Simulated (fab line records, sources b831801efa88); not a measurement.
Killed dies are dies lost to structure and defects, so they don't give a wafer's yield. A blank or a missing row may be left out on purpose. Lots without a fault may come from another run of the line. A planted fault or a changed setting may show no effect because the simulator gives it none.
A struck lot beside a sound one | flow gf180mcu | 16 steps out of a route of 602
Sound: wafers L185.2, L185.3, L185.5. Struck: wafers L191.3, L191.4, L191.6. The cause comes at the end.
At each step with rows: each side's tool, then ch and its chambers, then its first start. Under that, the readings that differ: sound wafers | struck wafers | difference of the means | sigmas: that difference in standard deviations of wafers without a fault.
alike: readings whose means differ by less than 2 such deviations, and words and numbers that are the same on both sides. not compared: withheld readings, readings that some wafer has no value for, bounds like >300 that may hide the same value, and numbers for which the record gives no deviation and whose values overlap.
The two part at a step that has a row with sigmas, a row that says differs or no value, or rows on one side only. Numbers that don't overlap but have no deviation are shown without sigmas and don't part them. A reading that every wafer of one side lacks parts them only if that side has two wafers or more.

first, 1 step without rows for these wafers: GF_STI_DEVELOP_11 (develop time 60 s).
GF_STI_CD_MEAS_12: target cd 220 nm.
  sound on cd_sem-01, day 4 10:56; struck on cd_sem-02, day 5 17:02
  alike: cd_nm
GF_STI_ETCH_13: etches the open film in CHF3/O2, stops on Si, target depth 282.31 nm, time 112.9 s.
  sound on rie_diel-02 ch 1,3, day 4 11:02; struck on rie_diel-03 ch 0,3, day 5 17:07
  reading                     | sound             | struck            | difference | sigmas
  chf3_flow_sccm (sccm)       | 50.43 50.12 50.46 | 49.91 50.12 50.12 | -0.29      | -2
  drypump_motor_current_A (A) | 4.8 5.5 4.8       | 6.3 5.9 6.4       | +1.2       | +2
  alike: bias_w, oes_product_au, throttle_valve_pct
  not compared: rf_hours_counter_h
GF_STI_ETCH_14: etches Si in HBr/Cl2/O2, target depth 360 nm, time 102.9 s.
  sound on rie_si-02 ch 2,3, day 4 11:07; struck on rie_si-01 ch 1,3, day 5 17:12
  alike: bias_w, drypump_motor_current_A, he_backside_leak_sccm, mfc_cl2_sccm, oes_product_au, throttle_valve_pct
  not compared: rf_hours_counter_h
GF_STI_STRIP_15: strips in O2/N2.
  sound on plasma_asher-01 ch 0,1, day 4 11:11; struck on plasma_asher-03 ch 0,1, day 5 17:18
  alike: drypump_motor_current_A, heater_power_w, n2_flow_sccm, oes_product_au, strip_time_to_endpoint_s
  not compared: rf_hours_counter_h
then, 6 steps without rows for these wafers: GF_STI_CLEAN_16 (cleans in dHF, time 25 s); GF_STI_WET_ETCH_17 (etches Si3N4 in H3PO4, target depth 45 nm, time 514 s); GF_STI_CLEAN_18 (cleans in SC1/SC2, time 150 s); GF_STI_CLEAN_19 (cleans in dHF, time 20 s); GF_STI_WET_ETCH_20 (etches SiO2 in dHF, target depth 20 nm, time 400 s); GF_STI_OXIDATION_21 (stabilise 600 s, purge 300 s, target thk 15 nm).
GF_STI_THK_MEAS_22:
  sound on film_metro-02, day 4 12:49; struck on film_metro-04, day 5 19:04
  alike: STI_OXIDATION_01_THK
GF_STI_CVD_23: deposits SiO2, target thk 650 nm, time 108.3 s.
  sound on hdpcvd-02 ch 0,2, day 4 12:52; struck on hdpcvd-02 ch 0,1,2, day 5 19:06
  reading                              | sound             | struck            | difference | sigmas
  model.SiO2_of_STI_CVD_23.thk_nm (nm) | 641.2 663.7 651.4 | 608.7 602.6 590.4 | -51.5      |
GF_STI_THK_MEAS_24:
  sound on film_metro-02, day 4 12:56; struck on film_metro-04, day 5 19:26
  reading             | sound       | struck      | difference | sigmas
  STI_CVD_23_THK (nm) | 642 664 651 | 608 602 590 | -52        | -5
  not compared: hold
GF_STI_CMP_25: polishes, stops on Si3N4, t overpolish 33 s, target thk 524.6 nm.
  sound on cmp-01 ch 1,3, day 4 13:02; struck on cmp-02 ch 1,2,3, day 5 23:15
  reading | sound | struck                                                                     | difference                   | sigmas
  hold    | - - - | await_dispo/3.3h/release await_dispo/3.3h/release await_dispo/3.3h/release | no value on the sound wafers |
  alike: head_pressure_psi, motor_current_A, retaining_ring_pressure_frac, slurry_filter_dp_kPa
then, 1 step without rows for these wafers: GF_PASSIVATION_PROBE_99.

WHERE THEY PART
First at GF_STI_ETCH_13; last, within this record, at GF_STI_CMP_25.

WHY: what the simulator had put in
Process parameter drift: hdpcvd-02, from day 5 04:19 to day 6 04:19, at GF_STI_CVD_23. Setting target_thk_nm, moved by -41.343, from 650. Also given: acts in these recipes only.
